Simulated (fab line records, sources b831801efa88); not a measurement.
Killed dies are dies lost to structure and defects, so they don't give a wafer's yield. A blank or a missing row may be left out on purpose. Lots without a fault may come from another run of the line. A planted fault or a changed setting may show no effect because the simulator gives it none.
Problem report in the 8D (eight disciplines) form, filled by code | flow sky130 | the parts of the form that need people (team, actions taken, sign-off) are left out

1. THE PROBLEM
GATE_OXIDE_OXIDATION_00_THK at SKY_GATE_OXIDE_THK_MEAS_02 reads a mean of 8.87 nm on 6 wafers of 2 lots; wafers without a fault read 10.22 nm with a standard deviation of 0.19. That is -7.1 standard deviations from the usual mean.
First seen on wafer L817.3, day 15 22:04, on film_metro-03. The record holds 39 wafers of 13 lots with a number at this step. Rule for "out", or "out of limits": more than 4 standard deviations from the usual mean. The other wafers with a number count as sound.

2. WHAT IT IS AND WHAT IT IS NOT
question                    | is                           | is not
which readings at this step | GATE_OXIDE_OXIDATION_00_THK  | -
which lots                  | L816, L817                   | L807, L808, L812, L813, L821, L822, L825, L826, L827, L828, L829
which wafers of those lots  | all that have a number       | -
read on which gauges        | film_metro-03, film_metro-04 | film_metro-02
when                        | from day 15 22:04            | up to then (12 sound wafers); but 21 sound wafers of L821, L822, L825, L826, L827, L828, L829 came after

3. SUSPECTS, AND WHAT RULES EACH OUT
Counting: a tool at a process step up to the reading stays a suspect if it ran every lot that is out and no sound lot after the first of them.
- the gauge at SKY_GATE_OXIDE_THK_MEAS_02: ruled out. The wafers that are out were read on 2 gauges (film_metro-03, film_metro-04).
- furnace-01 at SKY_GATE_OXIDE_OXIDATION_01 (stabilise 600 s, purge 300 s, target thk 10.268 nm): ruled out as a lasting fault. Sound lots L826, L828, L829 ran on it after its first lot that is out, L816 (day 15 20:38).
Left after counting: nothing in the record.

4. THE CAUSE (what the simulator had put in)
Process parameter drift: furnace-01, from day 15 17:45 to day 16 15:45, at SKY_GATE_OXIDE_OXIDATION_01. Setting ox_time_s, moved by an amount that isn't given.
Counting ruled it out, wrongly: the rule takes a fault to strike every lot that its tool runs from its start on, and this one did not.

5. THE CHAIN OF EFFECTS, in route order
Each row: a reading whose mean over the struck wafers that have a number lies more than 3 standard deviations from the usual. Only readings for which the record gives a usual standard deviation are gone through. hours: the time from each lot's start at the first step in this table that gives one to its start at this step, as a median over the lots. sigmas: the change in usual standard deviations.
hours | step                       | reading                     | usual    | on struck wafers | change | sigmas
0     | SKY_GATE_OXIDE_THK_MEAS_02 | GATE_OXIDE_OXIDATION_00_THK | 10.22 nm | 8.87             | -1.35  | -7.1
Later measuring or inspecting steps at which every struck wafer that the step has a row for has a number for every such reading, and none has moved that far: SKY_POLY_GATE_OVL_MEAS_14, SKY_SD_N_OVL_MEAS_08.

6. WHAT WOULD HAVE CAUGHT IT SOONER
In this record the first reading out of limits at a measuring or inspecting step was taken at day 15 22:04, 4 hours after the fault began at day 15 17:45.
Of the tool readings at SKY_GATE_OXIDE_OXIDATION_01 for which the record gives a usual standard deviation, none was out on any struck wafer, so an alarm limit of 4 standard deviations on them would not have fired.
